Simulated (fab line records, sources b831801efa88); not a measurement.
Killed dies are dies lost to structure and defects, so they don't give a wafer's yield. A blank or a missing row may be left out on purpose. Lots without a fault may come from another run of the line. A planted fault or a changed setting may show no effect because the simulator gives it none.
A struck lot beside a sound one | flow sky130 | 31 steps out of a route of 708
Sound: wafers L612.1, L612.3, L612.5. Struck: wafer L606.6. (L606.5 of the same lot was not struck and is left out.) The cause comes at the end.
At each step with rows: each side's tool, then ch and its chambers, then its first start. Under that, the readings that differ: sound wafers | struck wafers | difference of the means | sigmas: that difference in standard deviations of wafers without a fault.
alike: readings whose means differ by less than 2 such deviations, and words and numbers that are the same on both sides. not compared: withheld readings, readings that some wafer has no value for, bounds like >300 that may hide the same value, and numbers for which the record gives no deviation and whose values overlap.
The two part at a step that has a row with sigmas, a row that says differs or no value, or rows on one side only. Numbers that don't overlap but have no deviation are shown without sigmas and don't part them. A reading that every wafer of one side lacks parts them only if that side has two wafers or more.

first, 1 step without rows for these wafers: SKY_VIA1_ETCH_15 (etches SiO2 in C4F8/O2/Ar, stops on TiN, target depth 351 nm, time 54 s).
SKY_VIA1_STRIP_16: strips in O2/N2.
  sound on plasma_asher-03 ch 0,1, day 40 09:58; struck on plasma_asher-01 ch 0, day 38 11:31
  alike: drypump_motor_current_A, o2_flow_sccm, oes_product_au, strip_time_to_endpoint_s
  not compared: rf_hours_counter_h
then, 5 steps without rows for these wafers: SKY_VIA1_STRIP_17 (strips in post etch residue remover, time 1200 s); SKY_VIA1_CLEAN_18 (cleans in IPA, time 180 s); SKY_VIA1_CLEAN_19 (cleans in O3/DIW); SKY_VIA1_SPUTTER_20 (material TiN, target thk 20 nm, time 80 s); SKY_VIA1_CVD_21 (deposits W, target thk 270 nm, time 80.902 s).
SKY_VIA1_RS_MEAS_22: measures by four-point-probe.
  sound on film_metro-02, day 40 10:44; struck on film_metro-02, day 38 12:19
  alike: VIA1_W_RS
SKY_VIA1_THK_MEAS_23: measures by xrf.
  sound on film_metro-02, day 40 10:51; struck on film_metro-02, day 38 12:24
  alike: VIA1_W_THK
SKY_VIA1_CMP_24: polishes, stops on SiO2, t overpolish 15 s, target thk 0 nm.
  sound on cmp-01 ch 1,2,3, day 40 11:08; struck on cmp-01 ch 3, day 38 12:37
  reading                      | sound             | struck | difference | sigmas
  edge_zone_pressure_frac      | 0.998 1.007 0.996 | 0.989  | -0.011     | -2
  retaining_ring_pressure_frac | 1.004 0.995 0.995 | 1.009  | +0.011     | +2
  alike: motor_current_A, overpolish_run_s, time_to_endpoint_s
then, 1 step without rows for these wafers: SKY_METAL2_SPUTTER_00 (material Ti, target thk 15 nm, time 10 s).
SKY_METAL2_SPUTTER_01: material TiN, target thk 20 nm, time 16.7 s.
  sound on pvd_sputter-04, day 40 11:21; struck on pvd_sputter-02, day 38 12:46
  alike: throttle_valve_pct
SKY_METAL2_SPUTTER_02: material AlCu, target thk 250 nm, time 13.3 s.
  sound on pvd_sputter-04, day 40 11:23; struck on pvd_sputter-02, day 38 12:47
  reading                                     | sound             | struck | difference | sigmas
  model.AlCu_of_METAL2_SPUTTER_02.thk_nm (nm) | 246.1 253.1 248.8 | 413.9  | +164.6     |
  alike: throttle_valve_pct
SKY_METAL2_SPUTTER_03: material Ti, target thk 5 nm, time 3.3 s.
  sound on pvd_sputter-04, day 40 11:24; struck on pvd_sputter-02, day 38 12:48
  alike: throttle_valve_pct
SKY_METAL2_SPUTTER_04: material TiN, target thk 70 nm, time 58.3 s.
  sound on pvd_sputter-04, day 40 11:25; struck on pvd_sputter-02, day 38 12:50
  alike: throttle_valve_pct
SKY_METAL2_RS_MEAS_05: measures by four-point-probe.
  sound on film_metro-03, day 40 11:28; struck on film_metro-01, day 38 12:56
  reading                 | sound                | struck | difference | sigmas
  METAL2_ALCU_RS (ohm/sq) | 0.1289 0.1251 0.1274 | 0.0758 | -0.0513    | -34
SKY_METAL2_THK_MEAS_06: measures by xrf.
  sound on film_metro-03, day 40 11:35; struck on film_metro-01, day 38 13:01
  reading              | sound       | struck | difference | sigmas
  METAL2_ALCU_THK (nm) | 250 257 254 | 419    | +165       | +53
then, 8 steps without rows for these wafers: SKY_METAL2_DEHYDRATE_07 (time 60 s); SKY_METAL2_HMDS_08 (prime time 60 s); SKY_METAL2_COAT_09 (resist thk 60 nm); SKY_METAL2_COAT_10 (resist thk 450 nm); SKY_METAL2_SOFTBAKE_11 (time 90 s); SKY_METAL2_EXPOSE_12 (exposes mask MM2, target cd 140 nm); SKY_METAL2_PEB_13; SKY_METAL2_DEVELOP_14 (develop time 60 s).
SKY_METAL2_CD_MEAS_15: target cd 140 nm.
  sound on cd_sem-02, day 41 12:25; struck on cd_sem-02, day 39 13:51
  alike: cd_nm
SKY_METAL2_OVL_MEAS_16:
  sound on overlay-02, day 41 12:32; struck on overlay-01, day 39 13:55
  reading         | sound    | struck | difference | sigmas
  METAL2_OVL (nm) | 12 11 10 | -4     | -15        | -2
then, 2 steps without rows for these wafers: SKY_METAL2_DESCUM_17 (chemistry O2, time 8 s); SKY_METAL2_ETCH_18 (etches BARC in N2/H2, stops on SiO2, time 45.9 s, target depth 60 nm).
SKY_METAL2_METAL_ETCH_19: etches the open film in Cl2/BCl3, stops on SiO2, target depth 360 nm, time 78 s.
  sound on rie_metal-01 ch 0,1, day 41 12:40; struck on rie_metal-03 ch 1, day 39 14:05
  reading               | sound             | struck | difference | sigmas
  oes_product_au (a.u.) | 0.848 0.855 0.854 | 0.996  | +0.144     | +24
  alike: drypump_motor_current_A, rf_fwd_power_W, throttle_valve_pct
  not compared: rf_hours_counter_h
then, 1 step without rows for these wafers: SKY_METAL2_STRIP_20 (strips in O2/N2).

WHERE THEY PART
First at SKY_VIA1_CMP_24; last, within this record, at SKY_METAL2_METAL_ETCH_19.

WHY: what the simulator had put in
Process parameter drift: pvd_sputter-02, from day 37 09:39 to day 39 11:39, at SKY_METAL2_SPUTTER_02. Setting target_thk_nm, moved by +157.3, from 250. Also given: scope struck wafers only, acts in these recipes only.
